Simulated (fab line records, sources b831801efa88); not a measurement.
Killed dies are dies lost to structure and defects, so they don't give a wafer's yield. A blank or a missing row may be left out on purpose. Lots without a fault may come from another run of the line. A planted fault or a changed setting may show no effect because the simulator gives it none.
A struck lot beside a sound one | flow sky130 | 43 steps out of a route of 708
Sound: wafers L956.3, L956.4, L956.5. Struck: wafer L970.2. (L970.1, L970.6 of the same lot were not struck and are left out.) The cause comes at the end.
At each step with rows: each side's tool, then ch and its chambers, then its first start. Under that, the readings that differ: sound wafers | struck wafers | difference of the means | sigmas: that difference in standard deviations of wafers without a fault.
alike: readings whose means differ by less than 2 such deviations, and words and numbers that are the same on both sides. not compared: withheld readings, readings that some wafer has no value for, bounds like >300 that may hide the same value, and numbers for which the record gives no deviation and whose values overlap.
The two part at a step that has a row with sigmas, a row that says differs or no value, or rows on one side only. Numbers that don't overlap but have no deviation are shown without sigmas and don't part them. A reading that every wafer of one side lacks parts them only if that side has two wafers or more.

SKY_VIA3_CD_MEAS_12: target cd 200 nm.
  sound on cd_sem-01, day 40 12:57; struck on cd_sem-02, day 44 22:49
  alike: cd_nm
SKY_VIA3_OVL_MEAS_13:
  sound on overlay-02, day 40 13:02; struck on overlay-01, day 44 22:56
  alike: VIA3_OVL
then, 1 step without rows for these wafers: SKY_VIA3_ETCH_14 (etches BARC in N2/H2, stops on SiO2, time 45.9 s, target depth 60 nm).
SKY_VIA3_ETCH_15: etches SiO2 in C4F8/O2/Ar, stops on TiN, target depth 507 nm, time 78 s.
  sound on rie_diel-01 ch 0,1,2, day 40 13:07; struck on rie_diel-02 ch 1, day 44 23:01
  alike: oes_product_au
then, 6 steps without rows for these wafers: SKY_VIA3_STRIP_16 (strips in O2/N2); SKY_VIA3_STRIP_17 (strips in post etch residue remover, time 1200 s); SKY_VIA3_CLEAN_18 (cleans in IPA, time 180 s); SKY_VIA3_CLEAN_19 (cleans in O3/DIW); SKY_VIA3_SPUTTER_20 (material TiN, target thk 20 nm, time 80 s); SKY_VIA3_CVD_21 (deposits W, target thk 390 nm, time 117.31 s).
SKY_VIA3_RS_MEAS_22: measures by four-point-probe.
  sound on film_metro-02, day 40 14:19; struck on film_metro-02, day 44 23:52
  alike: VIA3_W_RS
SKY_VIA3_THK_MEAS_23: measures by xrf.
  sound on film_metro-02, day 40 14:25; struck on film_metro-02, day 44 23:59
  alike: VIA3_W_THK
SKY_VIA3_CMP_24: polishes, stops on SiO2, t overpolish 20 s, target thk 0 nm.
  sound on cmp-02 ch 0,1,2, day 40 14:28; struck on cmp-01 ch 1, day 45 00:06
  alike: motor_current_A, overpolish_run_s, retaining_ring_pressure_frac, time_to_endpoint_s
then, 1 step without rows for these wafers: SKY_METAL4_SPUTTER_00 (material Ti, target thk 15 nm, time 10 s).
SKY_METAL4_SPUTTER_01: material TiN, target thk 20 nm, time 16.7 s.
  sound on pvd_sputter-03, day 40 14:47; struck on pvd_sputter-01, day 45 00:23
  alike: throttle_valve_pct
then, 2 steps without rows for these wafers: SKY_METAL4_SPUTTER_02 (material AlCu, target thk 735 nm, time 39.1 s); SKY_METAL4_SPUTTER_03 (material Ti, target thk 5 nm, time 3.3 s).
SKY_METAL4_SPUTTER_04: material TiN, target thk 70 nm, time 58.3 s.
  sound on pvd_sputter-03, day 40 14:52; struck on pvd_sputter-01, day 45 00:28
  alike: throttle_valve_pct
then, 1 step without rows for these wafers: SKY_CAP2M_CVD_00 (deposits SiO2, target thk 15.5 nm).
SKY_CAP2M_THK_MEAS_01:
  sound on film_metro-02, day 40 14:58; struck on film_metro-03, day 45 00:32
  alike: CAP2M_CVD_00_THK
SKY_CAP2M_SPUTTER_02: material TiN, target thk 200 nm, time 166.7 s.
  sound on pvd_sputter-01, day 40 15:00; struck on pvd_sputter-02, day 45 00:35
  alike: throttle_valve_pct
SKY_CAP2M_RS_MEAS_03: measures by four-point-probe.
  sound on film_metro-04, day 40 15:09; struck on film_metro-02, day 45 00:42
  alike: CAP2M_TIN_RS
SKY_CAP2M_THK_MEAS_04: measures by xrf.
  sound on film_metro-04, day 40 15:15; struck on film_metro-02, day 45 00:49
  alike: CAP2M_TIN_THK
then, 7 steps without rows for these wafers: SKY_CAP2M_DEHYDRATE_05 (time 60 s); SKY_CAP2M_HMDS_06 (prime time 60 s); SKY_CAP2M_COAT_07 (resist thk 1140 nm); SKY_CAP2M_SOFTBAKE_08 (time 60 s); SKY_CAP2M_EXPOSE_09 (exposes mask CAP2M, target cd 1000 nm); SKY_CAP2M_PEB_10; SKY_CAP2M_DEVELOP_11 (develop time 60 s).
SKY_CAP2M_OVL_MEAS_12:
  sound on overlay-02, day 41 15:01; struck on overlay-02, day 45 21:56
  alike: CAP2M_OVL
SKY_CAP2M_METAL_ETCH_13: etches TiN in Cl2/BCl3, stops on SiO2, target depth 220 nm, time 62.9 s.
  sound on rie_metal-04 ch 0,1, day 41 15:04; struck on rie_metal-02 ch 1, day 45 21:58
  reading                | sound                | struck | difference                   | sigmas
  rf_hours_counter_h (h) | - - -                | 22     | no value on the sound wafers |
  throttle_valve_pct (%) | 21.895 21.894 21.893 | 21.913 | +0.019                       | +2
  alike: drypump_motor_current_A, oes_product_au
then, 10 steps without rows for these wafers: SKY_CAP2M_STRIP_14 (strips in O2/N2); SKY_CAP2M_STRIP_15 (strips in post etch residue remover, time 1200 s); SKY_CAP2M_CLEAN_16 (cleans in IPA, time 180 s); SKY_CAP2M_CLEAN_17 (cleans in O3/DIW); SKY_METAL4_DEHYDRATE_05 (time 60 s); SKY_METAL4_HMDS_06 (prime time 60 s); SKY_METAL4_COAT_07 (resist thk 60 nm); SKY_METAL4_COAT_08 (resist thk 1140 nm); SKY_METAL4_SOFTBAKE_09 (time 90 s); SKY_METAL4_EXPOSE_10 (exposes mask MM4, target cd 300 nm).
-- the record jumps here: 4 days lie between the struck wafers' starts before and after (it left off in module METAL4 and takes up again in module PAD_OPEN, whose first step shown is number 708 of the route) --
SKY_PAD_OPEN_PROBE_99:
  sound on prober-02, day 46 12:49; struck on prober-02, day 50 06:43
  reading                               | sound               | struck | difference | sigmas
  defect_limited_yield (%)              | 79.1 83.5 79.7      | 62.8   | -18.0      | -10
  killed_at_M0_to_M3                    | 52 35 48            | 139    | +94        | +15
  killed_dies                           | 103 81 100          | 183    | +88        | +10
  killed_on_rim                         | 21 14 23            | 37     | +18        | +5
  sort_bin_3_pad_short (%)              | 1.4 0.4 0.6         | 2.6    | +1.8       | +4
  sort_bin_5_function (%)               | 11.4 8.1 11.6       | 22.2   | +11.8      | +8
  sort_bin_6_memory (%)                 | 8.1 7.9 8.1         | 12.4   | +4.4       | +4
  sort_n_pass                           | 389 411 392         | 309    | -88        | -10
  sort_yield_pct (%)                    | 79.1 83.5 79.7      | 62.8   | -18.0      | -10
  model.etest.tester.sort_n_pass        | 389 411 392         | 309    | -88        |
  model.etest.tester.sort_yield_pct (%) | 79.06 83.54 79.67   | 62.8   | -18.0      |
  model.etest.tester.sort_bin_5_pct (%) | 11.38 8.13 11.59    | 22.15  | +11.78     |
  model.etest.tester.sort_bin_6_pct (%) | 8.13 7.927 8.13     | 12.4   | +4.3       |
  model.etest.tester.sort_bin_3_pct (%) | 1.423 0.4065 0.6098 | 2.642  | +1.829     |
  alike: killed_at_M4_up, killed_at_contacts, killed_at_front_end, killed_at_other, killed_open, killed_short

WHERE THEY PART
First at SKY_CAP2M_METAL_ETCH_13; last, within this record, at SKY_PAD_OPEN_PROBE_99.

WHY: what the simulator had put in
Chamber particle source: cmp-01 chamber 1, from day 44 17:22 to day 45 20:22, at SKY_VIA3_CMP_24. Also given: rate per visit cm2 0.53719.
